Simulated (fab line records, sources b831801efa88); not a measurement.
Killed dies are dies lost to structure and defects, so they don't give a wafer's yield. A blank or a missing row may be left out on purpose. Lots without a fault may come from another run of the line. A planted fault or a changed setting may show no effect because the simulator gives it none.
A struck lot beside a sound one | flow gf180mcu | 15 steps out of a route of 602
Sound: wafers L217.1, L217.2, L217.4. Struck: wafer L226.4. (L226.3, L226.6 of the same lot were not struck and are left out.) The cause comes at the end.
At each step with rows: each side's tool, then ch and its chambers, then its first start. Under that, the readings that differ: sound wafers | struck wafers | difference of the means | sigmas: that difference in standard deviations of wafers without a fault.
alike: readings whose means differ by less than 2 such deviations, and words and numbers that are the same on both sides. not compared: withheld readings, readings that some wafer has no value for, bounds like >300 that may hide the same value, and numbers for which the record gives no deviation and whose values overlap.
The two part at a step that has a row with sigmas, a row that says differs or no value, or rows on one side only. Numbers that don't overlap but have no deviation are shown without sigmas and don't part them. A reading that every wafer of one side lacks parts them only if that side has two wafers or more.

GF_V2_STRIP_18: strips in O2/N2.
  sound on plasma_asher-02 ch 0,1, day 24 14:13; struck on plasma_asher-04 ch 1, day 27 05:59
  alike: drypump_motor_current_A, heater_power_w, oes_product_au
  not compared: rf_hours_counter_h
then, 3 steps without rows for these wafers: GF_V2_STRIP_19 (strips in post etch residue remover, time 1200 s); GF_V2_CLEAN_20 (cleans in DIW); GF_V2_SPUTTER_21 (material Ti, target thk 15 nm, time 80.02 s).
GF_V2_SPUTTER_22: material TiN, target thk 10 nm, time 40 s.
  sound on pvd_sputter-03, day 24 14:50; struck on pvd_sputter-03, day 27 06:35
  alike: throttle_valve_pct
then, 1 step without rows for these wafers: GF_V2_CVD_23 (deposits W, target thk 350 nm, time 104.94 s).
GF_V2_RS_MEAS_24: measures by four-point-probe.
  sound on film_metro-03, day 24 14:59; struck on film_metro-04, day 27 06:46
  alike: V2_W_RS
GF_V2_THK_MEAS_25: measures by xrf.
  sound on film_metro-03, day 24 15:07; struck on film_metro-04, day 27 06:52
  alike: V2_W_THK
GF_V2_CMP_26: polishes, stops on SiO2, t overpolish 15 s, target thk 0 nm.
  sound on cmp-02 ch 0,1,2, day 24 15:13; struck on cmp-01 ch 1, day 27 06:58
  reading             | sound          | struck | difference | sigmas
  motor_current_A (A) | 12.3 12.7 11.6 | 9.9    | -2.3       | -2
  alike: edge_zone_pressure_frac, overpolish_run_s, time_to_endpoint_s
then, 1 step without rows for these wafers: GF_M3_SPUTTER_00 (material Ti, target thk 37.5 nm, time 150 s).
GF_M3_SPUTTER_01: material TiN, target thk 30 nm, time 25 s.
  sound on pvd_sputter-01, day 24 15:34; struck on pvd_sputter-01, day 27 07:19
  alike: throttle_valve_pct
then, 1 step without rows for these wafers: GF_M3_SPUTTER_02 (material AlCu, target thk 450 nm, time 23.9 s).
GF_M3_SPUTTER_03: material Ti, target thk 10 nm, time 6.7 s.
  sound on pvd_sputter-01, day 24 15:38; struck on pvd_sputter-01, day 27 07:22
  reading                               | sound             | struck | difference | sigmas
  model.Ti_of_M3_SPUTTER_03.thk_nm (nm) | 10.12 10.12 10.08 | 7.272  | -2.835     |
  alike: throttle_valve_pct
GF_M3_SPUTTER_04: material TiN, target thk 50 nm, time 41.7 s.
  sound on pvd_sputter-01, day 24 15:39; struck on pvd_sputter-01, day 27 07:23
  alike: throttle_valve_pct
GF_PASSIVATION_PROBE_99:
  the record has rows for the sound wafers here (prober-01, day 32 10:15) and none for the struck ones

WHERE THEY PART
First at GF_V2_CMP_26; last, within this record, at GF_PASSIVATION_PROBE_99.

WHY: what the simulator had put in
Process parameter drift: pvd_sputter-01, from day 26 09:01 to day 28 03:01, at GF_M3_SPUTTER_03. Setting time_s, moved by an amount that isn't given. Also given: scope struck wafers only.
